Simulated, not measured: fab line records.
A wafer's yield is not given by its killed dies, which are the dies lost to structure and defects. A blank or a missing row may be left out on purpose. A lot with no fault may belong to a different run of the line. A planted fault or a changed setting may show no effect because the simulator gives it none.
Which tool is to blame? / flow gf180mcu / Sampling: 11 lots, 33 wafers, 3 of 602 route steps

== WHAT THE GAUGES READ, wafer by wafer ==
GF_POLY_GATE_THK_MEAS_01.
lot=L735; measured=day 8 18:19; on=film_metro-04; POLY_GATE_CVD_00_THK (nm)=194.8 194.2 194.2
lot=L736; measured=day 9 00:32; on=film_metro-03; POLY_GATE_CVD_00_THK (nm)=197.1 197.5 196.6
lot=L738; measured=day 9 14:53; on=film_metro-02; POLY_GATE_CVD_00_THK (nm)=199.0 196.2 198.5
lot=L741; measured=day 10 13:01; on=film_metro-02; POLY_GATE_CVD_00_THK (nm)=197.2 198.8 198.4
lot=L742; measured=day 10 18:15; on=film_metro-02; POLY_GATE_CVD_00_THK (nm)=192.9 194.2 194.0
lot=L747; measured=day 12 06:28; on=film_metro-04; POLY_GATE_CVD_00_THK (nm)=199.4 199.6 198.7
lot=L748; measured=day 12 11:52; on=film_metro-04; POLY_GATE_CVD_00_THK (nm)=149.1 149.7 150.3 149.2 149.8 150.3
lot=L749; measured=day 12 22:30; on=film_metro-04; POLY_GATE_CVD_00_THK (nm)=144.4 145.1 147.0 144.5 145.2 147.0
lot=L750; measured=day 13 03:25; on=film_metro-04; POLY_GATE_CVD_00_THK (nm)=196.2 198.5 196.7
lot=L752; measured=day 13 16:23; on=film_metro-03; POLY_GATE_CVD_00_THK (nm)=198.9 199.5 199.2
lot=L755; measured=day 14 10:41; on=film_metro-03; POLY_GATE_CVD_00_THK (nm)=197.3 199.1 198.8

== WHICH TOOL RAN EACH LOT (tool, then ch and the chambers of the sampled wafers, then the start) ==
lot=L735; GF_VT_IMPLANT_RTA_45=rtp_anneal-02 ch 0, day 7 20:01; GF_POLY_GATE_CVD_00=lpcvd-01 ch 1, day 8 16:59
lot=L736; GF_VT_IMPLANT_RTA_45=rtp_anneal-02 ch 0, day 8 03:02; GF_POLY_GATE_CVD_00=lpcvd-01 ch 1, day 8 23:11
lot=L738; GF_VT_IMPLANT_RTA_45=rtp_anneal-01 ch 0, day 8 16:01; GF_POLY_GATE_CVD_00=lpcvd-01 ch 1, day 9 13:32
lot=L741; GF_VT_IMPLANT_RTA_45=rtp_anneal-02 ch 0, day 9 12:46; GF_POLY_GATE_CVD_00=lpcvd-01 ch 1, day 10 11:41
lot=L742; GF_VT_IMPLANT_RTA_45=rtp_anneal-02 ch 0, day 9 18:54; GF_POLY_GATE_CVD_00=lpcvd-02 ch 0, day 10 16:54
lot=L747; GF_VT_IMPLANT_RTA_45=rtp_anneal-01 ch 0, day 11 03:52; GF_POLY_GATE_CVD_00=lpcvd-02 ch 1, day 12 05:08
lot=L748; GF_VT_IMPLANT_RTA_45=rtp_anneal-02 ch 0, day 11 11:13; GF_POLY_GATE_CVD_00=lpcvd-01 ch 1, day 12 10:32
lot=L749; GF_VT_IMPLANT_RTA_45=rtp_anneal-01 ch 0, day 11 19:16; GF_POLY_GATE_CVD_00=lpcvd-01 ch 1, day 12 21:08
lot=L750; GF_VT_IMPLANT_RTA_45=rtp_anneal-02 ch 0, day 12 00:22; GF_POLY_GATE_CVD_00=lpcvd-02 ch 1, day 13 02:05
lot=L752; GF_VT_IMPLANT_RTA_45=rtp_anneal-01 ch 0, day 12 15:08; GF_POLY_GATE_CVD_00=lpcvd-01 ch 0, day 13 15:03
lot=L755; GF_VT_IMPLANT_RTA_45=rtp_anneal-01 ch 0, day 13 07:58; GF_POLY_GATE_CVD_00=lpcvd-02 ch 0, day 14 09:22
- GF_VT_IMPLANT_RTA_45: time 30 s.
- GF_POLY_GATE_CVD_00: deposits poly-Si, target thk 200 nm, time 1180 s.

== THE ANSWER, worked out from the rows above alone ==
Rule: what is usual is taken from the lots themselves. Put in order of their means at a reading, lots are off if they are a third of the lots or fewer, leave a main group of 4 or more, and stand apart from it by a gap of 3 or more times the standard deviation of the main group's means; of several such gaps the widest counts. A main group is skipped when, at the precision printed for the reading in the tables above, its means are all equal. A lot without any number at a reading at which 4 lots or more have one is off too. All remaining lots with rows at the step are treated as sound.
Off: at GF_POLY_GATE_THK_MEAS_01 (POLY_GATE_CVD_00_THK), L748, L749. The main group: mean 197.2 nm, standard deviation 1.9.
If a tool, at a process step before that reading, ran all the lots that are off and no sound lot after the first of them, it fits. Those tools and the gauges at GF_POLY_GATE_THK_MEAS_01 are tried in the same way. Not one of the candidates tried fits.

== WHAT HAD BEEN PUT IN BY THE SIMULATOR ==
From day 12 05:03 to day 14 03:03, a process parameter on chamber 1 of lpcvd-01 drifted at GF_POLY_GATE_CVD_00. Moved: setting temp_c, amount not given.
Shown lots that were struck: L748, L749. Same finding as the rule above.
